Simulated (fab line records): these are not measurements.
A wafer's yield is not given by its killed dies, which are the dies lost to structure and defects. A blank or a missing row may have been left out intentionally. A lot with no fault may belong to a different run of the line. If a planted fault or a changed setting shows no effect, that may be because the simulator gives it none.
The same fault as seen by 2 desks || flow gf180mcu || every desk sees just its own numbers, and what lay behind them comes last

THE METROLOGY DESK
What the gauges read, lot by lot, whatever tool the lot ran on: means of the sampled wafers that have a number. If a lot's mean is further than 4 standard deviations from the usual mean, the lot is out of limits and carries the mark OUT (the distance appears in the brackets).
Columns: A = HV_LDD_CVD_56_THK at GF_HV_LDD_THK_MEAS_57, usual 89.9 nm; B = cd nm at GF_PSD_CD_MEAS_07, usual 400.2 nm; C = SALICIDE_TIN_RS at GF_SALICIDE_RS_MEAS_04, usual 16.33 ohm/sq
{"lot": "L278", "first seen here": "day 12 15:34", "A": 89.1, "B": 401.6, "C": 16.77}
{"lot": "L279", "first seen here": "day 12 23:11", "A": 90.1, "B": 399.0, "C": 15.95}
{"lot": "L281", "first seen here": "day 13 12:22", "A": 89.2, "B": 397.9, "C": 16.30}
{"lot": "L283", "first seen here": "day 14 04:01", "A": 89.4, "B": 399.3, "C": 16.72}
{"lot": "L285", "first seen here": "day 14 22:34", "A": 90.7, "B": 402.3, "C": 16.04}
{"lot": "L287", "first seen here": "day 15 14:04", "A": 90.6, "B": 397.9, "C": 16.43}
{"lot": "L291", "first seen here": "day 16 19:02", "A": 90.7, "B": 398.5, "C": 17.15}
{"lot": "L292", "first seen here": "day 17 04:56", "A": 90.2, "B": 400.6, "C": 17.37}
{"lot": "L293", "first seen here": "day 18 02:49", "A": 88.8, "B": 400.5, "C": 16.74}
{"lot": "L295", "first seen here": "day 18 18:51", "A": 90.2, "B": 400.7, "C": 16.19}
{"lot": "L296", "first seen here": "day 18 19:17", "A": 90.0, "B": 401.1, "C": 16.08}
{"lot": "L297", "first seen here": "day 19 12:52", "A": 90.2, "B": 397.1, "C": 16.42}
{"lot": "L299", "first seen here": "day 20 00:19", "A": 89.5, "B": 403.8, "C": 16.28}
{"lot": "L301", "first seen here": "day 20 17:49", "A": 90.2, "B": 403.0, "C": 16.35}
This desk's finding: nothing out of limits on any of the 14 lots.

FOR THE TOOL OWNER'S DESK: pvd sputter-02
The tool's own readings at GF_SALICIDE_SPUTTER_02 (material Co, target thk 10 nm, time 20 s): means of the sampled wafers that have a number, for each lot that ran on this tool. If a lot's mean is further than 4 standard deviations from the usual mean, the lot is out of limits and carries the mark OUT (the distance appears in the brackets).
Columns: A = throttle valve pct at GF_SALICIDE_SPUTTER_02, usual 30.0 %
{"lot": "L278", "first seen here": "day 15 05:17", "A": 30.8}
{"lot": "L281", "first seen here": "day 16 03:20", "A": 29.0}
{"lot": "L283", "first seen here": "day 16 20:14", "A": 31.2}
{"lot": "L291", "first seen here": "day 19 17:05", "A": 29.1}
{"lot": "L292", "first seen here": "day 20 03:58", "A": 28.0}
This desk's finding: nothing out of limits on any of the 5 lots.

TAKEN TOGETHER
The metrology desk saw nothing out of limits.
The desk of the tool owner found nothing out of limits.

WHAT HAD BEEN PUT IN BY THE SIMULATOR
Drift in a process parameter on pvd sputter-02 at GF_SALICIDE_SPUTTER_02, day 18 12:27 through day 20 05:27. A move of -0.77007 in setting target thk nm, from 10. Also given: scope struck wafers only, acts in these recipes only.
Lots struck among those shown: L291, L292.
